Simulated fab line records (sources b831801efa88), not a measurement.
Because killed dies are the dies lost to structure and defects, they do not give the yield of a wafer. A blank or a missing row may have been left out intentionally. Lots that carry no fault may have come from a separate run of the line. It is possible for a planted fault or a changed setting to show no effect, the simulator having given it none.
Matching of chambers -- flow sky130 -- SKY_CAPM_CVD_00 on pecvd-01 has 3 sister chambers
The step deposits SiO2, target thk 15.5 nm. 6 wafers are shown with their chamber, then 7 later ones without.

WAFERS PAIRED WITH THEIR CHAMBERS
wafer,chamber,heater-power-w (W)
L655.1,2,644
L658.4,2,644
L666.2,1,844
L666.5,0,779
L669.1,0,783
L669.3,1,765

WAFERS MISSING THEIR CHAMBER
wafer,heater-power-w (W)
L669.4,747
L676.2,731
L676.3,791
L676.6,771
L677.1,821
L677.3,692
L677.5,763

WHICH CHAMBER EACH ONE RAN IN
wafer,from the rows above,in truth
L669.4,can't be placed: 0 or 1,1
L676.2,can't be placed: 0 or 1 or 2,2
L676.3,can't be placed: 0 or 1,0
L676.6,can't be placed: 0 or 1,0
L677.1,can't be placed: 1 or 0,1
L677.3,can't be placed: 2 or 0 or 1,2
L677.5,can't be placed: 0 or 1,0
Correct placement for 0 of the 7. These rows do not allow placing 7 (true chamber among the candidates in 7). Wrongly placed: 0.
How it was worked out, from the rows above alone: a wafer's distance from a chamber is the root of the sum, over the readings, of the square of ((its reading less the chamber's mean) divided by the reading's scatter). If the next closest chamber is less than 2 further off than the closest, the wafer can't be placed; otherwise it belongs to the closest. The mean given for a chamber averages the wafers shown for that chamber. The scatter is the square root of a quotient: the sum, over the shown wafers, of each reading's squared deviation from its chamber's mean, divided by wafers minus chambers.
